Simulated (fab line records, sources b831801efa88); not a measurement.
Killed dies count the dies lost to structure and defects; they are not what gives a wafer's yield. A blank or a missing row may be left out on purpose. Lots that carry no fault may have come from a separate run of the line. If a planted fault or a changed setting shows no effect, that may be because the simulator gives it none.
Chamber matching -- flow sky130 -- rie-diel-03 running SKY_VIA3_ETCH_14: 4 sister chambers
The step etches BARC in N2/H2, stops on SiO2, time 45.9 s, target depth 60 nm. 8 wafers are shown with their chamber, then 12 later ones without.

== EACH WAFER AND ITS CHAMBER ==
wafer,chamber,oes-product-au (a.u.),throttle-valve-pct (%)
L081.2,1,0.851,13.230
L081.6,2,0.857,13.223
L085.2,3,0.853,13.250
L085.3,1,0.847,13.215
L085.6,0,0.863,13.233
L089.3,2,0.852,13.229
L089.5,3,0.852,13.232
L089.6,0,0.854,13.225

== WAFERS WITH NO CHAMBER GIVEN ==
wafer,oes-product-au (a.u.),throttle-valve-pct (%)
L090.1,0.857,13.232
L090.3,0.854,13.228
L090.5,0.856,13.225
L091.1,0.858,13.235
L091.2,0.857,13.218
L091.6,0.854,13.219
L093.2,0.850,13.238
L093.4,0.845,13.220
L093.6,0.857,13.226
L095.2,0.862,13.218
L095.5,0.846,13.220
L095.6,0.853,13.207

== WHICH CHAMBER EACH WENT THROUGH ==
wafer,from the rows above,in truth
L090.1,can't be placed: 0 or 2 or 3 or 1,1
L090.3,can't be placed: 2 or 0 or 1 or 3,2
L090.5,can't be placed: 2 or 0 or 1 or 3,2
L091.1,can't be placed: 0 or 2 or 3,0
L091.2,can't be placed: 2 or 0 or 1 or 3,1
L091.6,can't be placed: 2 or 1 or 0 or 3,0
L093.2,can't be placed: 3 or 1 or 2 or 0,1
L093.4,can't be placed: 1 or 2 or 3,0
L093.6,can't be placed: 0 or 2 or 3 or 1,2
L095.2,can't be placed: 0 or 2 or 1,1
L095.5,can't be placed: 1 or 2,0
L095.6,can't be placed: 1 or 2 or 0 or 3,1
Correct placement for 0 of the 12. Unplaceable from these rows: 12, with the true chamber sitting among the candidates in 10. Wrongly placed: 0.
How it was worked out, from the rows above alone: a wafer's distance from a chamber is the root of the sum, over the readings, of the square of ((its reading less the chamber's mean) divided by the reading's scatter). If the next closest chamber is less than 2 further off than the closest, the wafer can't be placed; otherwise it belongs to the closest. For every chamber, the mean is computed from those of its wafers that are shown. How the scatter is found: for the shown wafers, subtract from each reading the mean of its chamber, square and add these, divide the total by (wafers less chambers), then take the root.
